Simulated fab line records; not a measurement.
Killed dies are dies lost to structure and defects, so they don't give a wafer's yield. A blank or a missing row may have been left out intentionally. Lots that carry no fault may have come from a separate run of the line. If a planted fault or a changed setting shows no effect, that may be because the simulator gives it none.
Chamber matching    flow gf180mcu    3 sister chambers for GF_V2_CVD_02 on pecvd-04
The step deposits SiO2 from TEOS, target thk 850 nm, time 94.851 s. 3 wafers are shown with their chamber, then 7 later ones without.

== WAFERS WITH THEIR CHAMBER ==
wafer   chamber  heater_power_w (W)
L105.4  1        690
L106.2  2        692
L106.3  0        578

== WAFERS WITHOUT THEIR CHAMBER ==
wafer   heater_power_w (W)
L106.6  622
L108.1  583
L108.3  709
L108.6  616
L110.1  746
L110.2  591
L110.4  580

== WHICH CHAMBER EACH ONE RAN IN ==
wafer    from the rows above            in truth
L106.6   can't be placed: 0 or 1 or 2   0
L108.1   0                              0
L108.3   can't be placed: 2 or 1        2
L108.6   can't be placed: 0 or 1 or 2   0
L110.1   can't be placed: 2 or 1        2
L110.2   0                              0
L110.4   0                              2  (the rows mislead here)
2 of 7 placed correctly. These rows do not allow placing 4 (true chamber among the candidates in 4). 1 placed wrongly.
How it was worked out, from the rows above alone: a wafer's distance from a chamber is the root of the sum, over the readings, of the square of ((its reading less the chamber's mean) divided by the reading's scatter). The wafer belongs to the nearest chamber; if the next one is less than 2 further off, it can't be placed. A chamber's mean is the mean of its shown wafers. The scatter: root of mean squared gap, hidden wafer to nearest shown wafer, with one shown wafer a chamber.
